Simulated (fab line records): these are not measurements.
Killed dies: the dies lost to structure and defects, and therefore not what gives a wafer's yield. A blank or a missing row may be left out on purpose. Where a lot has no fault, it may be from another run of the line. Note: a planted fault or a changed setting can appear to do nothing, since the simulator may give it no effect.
Which tool is to blame? / flow sky130 / 21 wafers from 7 lots sampled at 3 of the route's 708 steps

== WHAT THE GAUGES READ, wafer by wafer ==
SKY_VIA2_BOW_MEAS_03.
lot=L944; measured=day 36 05:40; on=film metro-02; VIA2_BOW (um)=91 83 93
lot=L946; measured=day 37 03:45; on=film metro-02; VIA2_BOW (um)=89 97 97
lot=L950; measured=day 38 05:02; on=film metro-02; VIA2_BOW (um)=91 107 101
lot=L953; measured=day 39 02:06; on=film metro-03; VIA2_BOW (um)=80 91 88
lot=L954; measured=day 39 19:05; on=film metro-01; VIA2_BOW (um)=83 85 77
lot=L964; measured=day 42 16:02; on=film metro-02; VIA2_BOW (um)=97 101 84

== WHAT TOOL EACH LOT RAN ON (gives the tool, then ch and the chambers of the sampled wafers, and finally the start) ==
lot=L944; SKY_POLY_CUT_EXPOSE_05=krf scanner-01 ch 0, day 24 18:26; SKY_VIA2_CMP_02=cmp-01 ch 0,2, day 36 05:23
lot=L946; SKY_POLY_CUT_EXPOSE_05=krf scanner-02 ch 0, day 25 14:26; SKY_VIA2_CMP_02=cmp-02 ch 1,2,3, day 37 03:33
lot=L950; SKY_POLY_CUT_EXPOSE_05=krf scanner-01 ch 0, day 26 21:55; SKY_VIA2_CMP_02=cmp-01 ch 0,2,3, day 38 04:50
lot=L953; SKY_POLY_CUT_EXPOSE_05=krf scanner-02 ch 0, day 27 22:54; SKY_VIA2_CMP_02=cmp-02 ch 1,2, day 39 01:48
lot=L954; SKY_POLY_CUT_EXPOSE_05=krf scanner-02 ch 0, day 28 16:04; SKY_VIA2_CMP_02=cmp-02 ch 0,1,2, day 39 18:53
lot=L960; SKY_POLY_CUT_EXPOSE_05=krf scanner-02, day 30 10:22; SKY_VIA2_CMP_02=-
lot=L964; SKY_POLY_CUT_EXPOSE_05=krf scanner-02 ch 0, day 32 00:13; SKY_VIA2_CMP_02=cmp-01 ch 1,2, day 42 15:41
- SKY_POLY_CUT_EXPOSE_05: exposes mask NPCM, target cd 270 nm.
- SKY_VIA2_CMP_02: polishes SiO2.

== THE ANSWER, worked out from the rows above alone ==
Rule: the lots themselves supply what counts as usual. The widest of any qualifying gaps counts: lots, ordered by their means at a reading, are off when they make up no more than a third of the lots, leave a main group of 4 or more, and stand apart from it by 3 or more times the standard deviation of that group's means. The tables above print the reading to a certain number of digits; a main group whose means all agree to those digits is not used. Also off: a lot with no number at a reading for which 4 or more lots have one. Where the step has rows for the other lots, those lots are counted as sound.
No lot is off at any reading shown: from this, nothing can be told.

== WHAT THE SIMULATOR HAD INSERTED ==
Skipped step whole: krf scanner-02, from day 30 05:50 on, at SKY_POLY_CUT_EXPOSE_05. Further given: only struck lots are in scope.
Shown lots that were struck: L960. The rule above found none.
